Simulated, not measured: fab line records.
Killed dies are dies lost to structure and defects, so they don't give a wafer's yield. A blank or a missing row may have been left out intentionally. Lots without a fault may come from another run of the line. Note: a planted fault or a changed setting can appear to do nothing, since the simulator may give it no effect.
The tool behind it: which one? / flow gf180mcu / 13 lots with 39 wafers sampled at 2 steps, on a route of 602 steps

== WHAT EACH GAUGE READ, for each wafer ==
GF_HV_LDD_THK_MEAS_55. Usual: HV_LDD_CVD_54_THK typically reads 10.00 nm, with standard deviation 0.16.
lot=L251; measured=day 12 14:37; on=film-metro-03; HV_LDD_CVD_54_THK (nm)=9.96 10.09 9.92; flag=
lot=L253; measured=day 13 02:00; on=film-metro-02; HV_LDD_CVD_54_THK (nm)=9.90 9.94 9.99; flag=
lot=L254; measured=day 13 08:41; on=film-metro-04; HV_LDD_CVD_54_THK (nm)=10.04 10.04 10.11; flag=
lot=L255; measured=day 13 20:39; on=film-metro-02; HV_LDD_CVD_54_THK (nm)=10.03 10.02 9.98; flag=
lot=L258; measured=day 14 20:11; on=film-metro-02; HV_LDD_CVD_54_THK (nm)=7.32 7.57 7.36; flag=OFF
lot=L266; measured=day 17 13:01; on=film-metro-02; HV_LDD_CVD_54_THK (nm)=9.81 9.86 9.86; flag=
lot=L268; measured=day 18 00:55; on=film-metro-03; HV_LDD_CVD_54_THK (nm)=9.76 9.65 9.83; flag=
lot=L269; measured=day 18 08:26; on=film-metro-03; HV_LDD_CVD_54_THK (nm)=9.72 9.66 9.74; flag=
lot=L270; measured=day 19 00:50; on=film-metro-03; HV_LDD_CVD_54_THK (nm)=10.12 9.95 10.03; flag=
lot=L271; measured=day 19 03:54; on=film-metro-02; HV_LDD_CVD_54_THK (nm)=9.78 9.72 9.85; flag=
lot=L272; measured=day 19 12:57; on=film-metro-04; HV_LDD_CVD_54_THK (nm)=10.13 9.95 10.10; flag=
lot=L273; measured=day 20 00:38; on=film-metro-03; HV_LDD_CVD_54_THK (nm)=10.03 10.18 9.96; flag=
lot=L274; measured=day 20 09:13; on=film-metro-02; HV_LDD_CVD_54_THK (nm)=9.98 9.91 9.83; flag=

== EACH LOT AND THE TOOL THAT RAN IT (in order: tool; ch and the chambers of the sampled wafers; start) ==
lot=L251; GF_HV_LDD_CVD_54=lpcvd-02 ch 1, day 12 13:05
lot=L253; GF_HV_LDD_CVD_54=lpcvd-02 ch 1, day 13 00:59
lot=L254; GF_HV_LDD_CVD_54=lpcvd-01 ch 0, day 13 07:40
lot=L255; GF_HV_LDD_CVD_54=lpcvd-02 ch 1, day 13 19:38
lot=L258; GF_HV_LDD_CVD_54=lpcvd-02 ch 1, day 14 19:09
lot=L266; GF_HV_LDD_CVD_54=lpcvd-01 ch 1, day 17 11:58
lot=L268; GF_HV_LDD_CVD_54=lpcvd-01 ch 1, day 17 23:54
lot=L269; GF_HV_LDD_CVD_54=lpcvd-01 ch 0, day 18 07:25
lot=L270; GF_HV_LDD_CVD_54=lpcvd-02 ch 0, day 18 23:48
lot=L271; GF_HV_LDD_CVD_54=lpcvd-02 ch 1, day 19 02:53
lot=L272; GF_HV_LDD_CVD_54=lpcvd-01 ch 0, day 19 11:51
lot=L273; GF_HV_LDD_CVD_54=lpcvd-02 ch 1, day 19 23:36
lot=L274; GF_HV_LDD_CVD_54=lpcvd-01 ch 1, day 20 08:12
- GF_HV_LDD_CVD_54: deposits SiO2 from TEOS, target thk 10 nm, time 75 s.

== WHAT THE TOOLS THEMSELVES READ (means of the sampled wafers that have a number; where no wafer has one, the mark that the record gives instead) ==
GF_HV_LDD_CVD_54. Usual: spike-tc-top-C reads 696 C (standard deviation 4.2).
lot=L251; tool=lpcvd-02; spike-tc-top-C (C)=693; flag=
lot=L253; tool=lpcvd-02; spike-tc-top-C (C)=693; flag=
lot=L254; tool=lpcvd-01; spike-tc-top-C (C)=696; flag=
lot=L255; tool=lpcvd-02; spike-tc-top-C (C)=693; flag=
lot=L258; tool=lpcvd-02; spike-tc-top-C (C)=693; flag=
lot=L266; tool=lpcvd-01; spike-tc-top-C (C)=692; flag=
lot=L268; tool=lpcvd-01; spike-tc-top-C (C)=693; flag=
lot=L269; tool=lpcvd-01; spike-tc-top-C (C)=696; flag=
lot=L270; tool=lpcvd-02; spike-tc-top-C (C)=703; flag=
lot=L271; tool=lpcvd-02; spike-tc-top-C (C)=693; flag=
lot=L272; tool=lpcvd-01; spike-tc-top-C (C)=697; flag=
lot=L273; tool=lpcvd-02; spike-tc-top-C (C)=694; flag=
lot=L274; tool=lpcvd-01; spike-tc-top-C (C)=692; flag=

== THE ANSWER, worked out from the rows above alone ==
Rule: a lot is off if the mean of its wafers that have a number lies more than 3 standard deviations from the usual mean. A lot without any number at a reading at which 4 lots or more have one is off too. The other lots that the step has rows for count as sound. First the gauges in route order, then the tools' own readings, where a lot's mean is used as printed above. The first step at which some lot is off is used, and at that step the reading that is off furthest; a lot without a number counts as furthest.
Off: L258, at GF_HV_LDD_THK_MEAS_55 (HV_LDD_CVD_54_THK).
A tool fits if, at a process step before that reading, it ran every lot that is off, and no sound lot after the first of them. Gauges at GF_HV_LDD_THK_MEAS_55: tried the same way as those tools. No candidate that was tried fits.

== WHAT HAD BEEN PUT IN BY THE SIMULATOR ==
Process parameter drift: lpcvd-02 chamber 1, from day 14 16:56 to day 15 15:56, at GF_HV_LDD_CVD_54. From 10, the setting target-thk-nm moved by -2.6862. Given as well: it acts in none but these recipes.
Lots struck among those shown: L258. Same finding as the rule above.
